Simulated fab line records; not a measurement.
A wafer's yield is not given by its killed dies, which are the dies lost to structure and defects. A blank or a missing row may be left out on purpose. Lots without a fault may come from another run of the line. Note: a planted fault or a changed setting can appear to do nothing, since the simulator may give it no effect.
Which tool is to blame? :: flow sky130 :: 6 lots with 18 wafers sampled at 2 steps, on a route of 708 steps

== WHAT EACH GAUGE READ, for each wafer ==
SKY_VT_ADJUST_LVTN_TW_MEAS_10.
lot: L749
measured: day 7 09:54
on: filmMetro-02
VT_ADJUST_LVTN_TW: 238.0 238.4 238.6

lot: L752
measured: day 8 06:41
on: filmMetro-02
VT_ADJUST_LVTN_TW: 240.1 238.6 239.1

lot: L756
measured: day 9 00:22
on: filmMetro-01
VT_ADJUST_LVTN_TW: 240.2 238.9 240.3

lot: L758
measured: day 9 13:10
on: filmMetro-03
VT_ADJUST_LVTN_TW: 245.8 243.0 244.0

lot: L761
measured: day 10 14:53
on: filmMetro-03
VT_ADJUST_LVTN_TW: 245.7 244.7 244.6

lot: L769
measured: day 12 17:02
on: filmMetro-03
VT_ADJUST_LVTN_TW: 243.8 243.4 243.5

== WHICH TOOL RAN EACH LOT (tool, then ch and the chambers of the sampled wafers, then the start) ==
lot: L749
SKY_VT_ADJUST_LVTN_IMPLANT_08: implanter-03 ch 0, day 7 09:40

lot: L752
SKY_VT_ADJUST_LVTN_IMPLANT_08: implanter-01 ch 0, day 8 06:27

lot: L756
SKY_VT_ADJUST_LVTN_IMPLANT_08: implanter-03 ch 0, day 9 00:08

lot: L758
SKY_VT_ADJUST_LVTN_IMPLANT_08: implanter-01 ch 0, day 9 12:55

lot: L761
SKY_VT_ADJUST_LVTN_IMPLANT_08: implanter-03 ch 0, day 10 14:39

lot: L769
SKY_VT_ADJUST_LVTN_IMPLANT_08: implanter-03 ch 0, day 12 16:47
- SKY_VT_ADJUST_LVTN_IMPLANT_08

== THE ANSWER, worked out from the rows above alone ==
Rule: what is usual is taken from the lots themselves. The widest of any qualifying gaps counts: lots, ordered by their means at a reading, are off when they make up no more than a third of the lots, leave a main group of 4 or more, and stand apart from it by 3 or more times the standard deviation of that group's means. The tables above print the reading to a certain number of digits; a main group whose means all agree to those digits is not used. Also off: a lot with no number at a reading for which 4 or more lots have one. Where the step has rows for the other lots, those lots are counted as sound.
None of the lots is off at any reading shown; this tells nothing.

== WHAT THE SIMULATOR HAD PUT IN ==
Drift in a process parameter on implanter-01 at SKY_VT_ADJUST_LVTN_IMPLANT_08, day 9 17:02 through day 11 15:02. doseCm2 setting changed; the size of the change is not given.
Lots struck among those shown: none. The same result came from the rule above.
